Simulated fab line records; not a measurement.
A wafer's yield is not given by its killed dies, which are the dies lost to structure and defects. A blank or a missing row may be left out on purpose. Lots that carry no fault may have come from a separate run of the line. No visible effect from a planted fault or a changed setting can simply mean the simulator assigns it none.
Struck lot and sound lot, side by side -- flow sky130 -- 14 out of 708 route steps
Sound: these wafers, L177.1, L177.3, L177.6. Wafers L188.3, L188.5, L188.6 were the ones struck. Last of all comes the cause.
Order at every step that has rows: each side's tool, ch and its chambers, its first start. Under that, the readings that differ: sound wafers -- struck wafers -- difference of the means -- sigmas: that difference in standard deviations of wafers without a fault.
alike: a reading whose means differ by less than 2 such deviations, as well as words and numbers matching on both sides. not compared: withheld readings; readings where some wafer has no value; bounds like >300 that might hide an equal value; numbers whose values overlap and for which the record gives no deviation.
The two part at a step that has a row with sigmas, a row that says differs or no value, or rows on one side only. Numbers that have no deviation but don't overlap get no sigmas and don't part them. Lack of a reading on every wafer of one side parts them only where that side has two or more wafers.

first, 6 steps without rows for these wafers: SKY_METAL3_COAT_07 (resist thk 60 nm); SKY_METAL3_COAT_08 (resist thk 1140 nm); SKY_METAL3_SOFTBAKE_09 (time 90 s); SKY_METAL3_EXPOSE_10 (exposes mask MM3, target cd 300 nm); SKY_METAL3_PEB_11; SKY_METAL3_DEVELOP_12 (develop time 60 s).
SKY_METAL3_CD_MEAS_13: the cd target is 300 nm.
  sound on cd-sem-02, day 40 20:09; struck on cd-sem-01, day 43 14:32
  alike: cd-nm
SKY_METAL3_OVL_MEAS_14:
  sound on overlay-01, day 40 20:16; struck on overlay-01, day 43 14:37
  alike: METAL3_OVL
SKY_METAL3_DESCUM_15: chemistry O2, time 8 s.
  sound on rie-metal-04 ch 0, day 40 20:19; struck on rie-metal-04 ch 1, day 43 14:40
reading,sound,struck,difference,sigmas
drypump-motor-current-A (A),6.2 6.2 6.2,5.2 5.1 5.1,-1.1,-3
  alike: oes-product-au, rf-fwd-power-W, temp-c
  not compared: rf-hours-counter-h
SKY_METAL3_ETCH_16: etches BARC in N2/H2, stops on SiO2, time 88.2 s, target depth 60 nm.
  sound on rie-metal-04 ch 0, day 40 20:20; struck on rie-metal-04 ch 1, day 43 14:46
reading,sound,struck,difference,sigmas
drypump-motor-current-A (A),6.2 6.2 6.2,5.2 5.2 5.2,-1.0,-2
  alike: h2-flow-sccm, oes-product-au, rf-fwd-power-W, throttle-valve-pct
  not compared: rf-hours-counter-h
SKY_METAL3_ETCH_17: etches SiO2 in C4F8/O2/Ar, stops on TiN, time 3.9 s, target depth 15 nm.
  sound on rie-diel-04 ch 0,2, day 40 20:26; struck on rie-diel-01 ch 2,3, day 43 14:54
  alike: oes-product-au, rf-fwd-power-W
  not compared: rf-hours-counter-h
SKY_METAL3_METAL_ETCH_18: etches the open film in Cl2/BCl3, stops on SiO2, target depth 845 nm, time 183.1 s.
  sound on rie-metal-03 ch 0, day 40 20:28; struck on rie-metal-02 ch 0,1, day 43 14:59
  alike: drypump-motor-current-A, oes-product-au, rf-fwd-power-W, throttle-valve-pct
  not compared: rf-hours-counter-h
SKY_METAL3_STRIP_19: strips in O2/N2.
  sound on plasma-asher-04 ch 0, day 40 20:38; struck on plasma-asher-03 ch 0,1, day 43 15:08
  no value came back on the struck wafers for chamber-pressure-mTorr (mTorr), drypump-motor-current-A (A), oes-product-au (a.u.), strip-time-to-endpoint-s (s); on the sound wafers chamber-pressure-mTorr (mTorr) reads 1497.5 1498.9 1500.0
reading,sound,struck,difference,sigmas
model.KrF-thick_of_METAL3_COAT_08.thk-nm (nm),0 0 0,509.8 526.9 513.7,+516.8,
  not compared: rf-hours-counter-h
then, 1 step without rows for these wafers: SKY_METAL3_STRIP_20 (strips in post etch residue remover, time 1200 s).

## WHERE THEY PART
At SKY_METAL3_DESCUM_15 first; at SKY_METAL3_STRIP_19 last (within this record only).

WHY: what had been put in by the simulator
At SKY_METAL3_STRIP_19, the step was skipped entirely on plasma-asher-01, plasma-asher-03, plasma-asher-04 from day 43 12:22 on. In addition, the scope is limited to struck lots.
